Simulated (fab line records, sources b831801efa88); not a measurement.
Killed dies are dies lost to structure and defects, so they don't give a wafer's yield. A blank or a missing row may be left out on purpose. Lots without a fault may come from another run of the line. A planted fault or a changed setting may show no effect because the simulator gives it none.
A struck lot beside a sound one | flow sky130 | 21 steps out of a route of 708
Sound: wafers L788.1, L788.4, L788.5. Struck: wafer L783.4. (L783.6 of the same lot was not struck and is left out.) The cause comes at the end.
At each step with rows: each side's tool, then ch and its chambers, then its first start. Under that, the readings that differ: sound wafers | struck wafers | difference of the means | sigmas: that difference in standard deviations of wafers without a fault.
alike: readings whose means differ by less than 2 such deviations, and words and numbers that are the same on both sides. not compared: withheld readings, readings that some wafer has no value for, bounds like >300 that may hide the same value, and numbers for which the record gives no deviation and whose values overlap.
The two part at a step that has a row with sigmas, a row that says differs or no value, or rows on one side only. Numbers that don't overlap but have no deviation are shown without sigmas and don't part them. A reading that every wafer of one side lacks parts them only if that side has two wafers or more.

first, 2 steps without rows for these wafers: SKY_LDD_HVP_PEB_05; SKY_LDD_HVP_DEVELOP_06 (develop time 60 s).
SKY_LDD_HVP_OVL_MEAS_07:
  sound on overlay-01, day 29 08:00; struck on overlay-02, day 28 09:46
  alike: LDD_HVP_OVL
then, 1 step without rows for these wafers: SKY_LDD_HVP_IMPLANT_08.
SKY_LDD_HVP_STRIP_09: strips in O2/N2.
  sound on plasma_asher-03 ch 0,1, day 29 08:11; struck on plasma_asher-02 ch 0, day 28 09:58
  alike: drypump_motor_current_A, oes_product_au, strip_time_to_endpoint_s
  not compared: rf_hours_counter_h
SKY_LDD_HVP_TW_MEAS_10:
  sound on film_metro-02, day 29 08:17; struck on film_metro-02, day 28 10:04
  alike: LDD_HVP_TW
then, 6 steps without rows for these wafers: SKY_LDD_LDN_DEHYDRATE_00 (time 60 s); SKY_LDD_LDN_HMDS_01 (prime time 60 s); SKY_LDD_LDN_COAT_02 (resist thk 1140 nm); SKY_LDD_LDN_SOFTBAKE_03 (time 60 s); SKY_LDD_LDN_EXPOSE_04 (exposes mask LDNTM, target cd 700 nm); SKY_LDD_LDN_PEB_05.
SKY_LDD_LDN_DEVELOP_06: develop time 60 s.
  sound on litho_track-02 ch 0, day 30 10:58; struck on litho_track-04 ch 0, day 29 13:01
SKY_LDD_LDN_OVL_MEAS_07:
  sound on overlay-02, day 30 11:07; struck on overlay-02, day 29 13:07
  reading          | sound       | struck | difference | sigmas
  LDD_LDN_OVL (nm) | 2.3 1.0 2.7 | -1.2   | -3.2       | -2
then, 4 steps without rows for these wafers: SKY_LDD_LDN_IMPLANT_08; SKY_LDD_LDN_IMPLANT_09; SKY_LDD_LDN_IMPLANT_10; SKY_LDD_LDN_IMPLANT_11.
SKY_LDD_LDN_STRIP_12: strips in O2/N2.
  sound on plasma_asher-01 ch 0,1, day 30 11:46; struck on plasma_asher-04 ch 1, day 29 13:46
  alike: drypump_motor_current_A, oes_product_au, strip_time_to_endpoint_s
  not compared: rf_hours_counter_h
SKY_LDD_LDN_TW_MEAS_13:
  sound on film_metro-04, day 30 11:52; struck on film_metro-01, day 29 13:52
  reading    | sound          | struck | difference | sigmas
  LDD_LDN_TW | 1450 1456 1459 | 30     | -1425      | -71
then, 1 step without rows for these wafers: SKY_LDD_LDN_CLEAN_14 (cleans in SC1/SC2, time 150 s).

WHERE THEY PART
First at SKY_LDD_LDN_OVL_MEAS_07; last, within this record, at SKY_LDD_LDN_TW_MEAS_13.

WHY: what the simulator had put in
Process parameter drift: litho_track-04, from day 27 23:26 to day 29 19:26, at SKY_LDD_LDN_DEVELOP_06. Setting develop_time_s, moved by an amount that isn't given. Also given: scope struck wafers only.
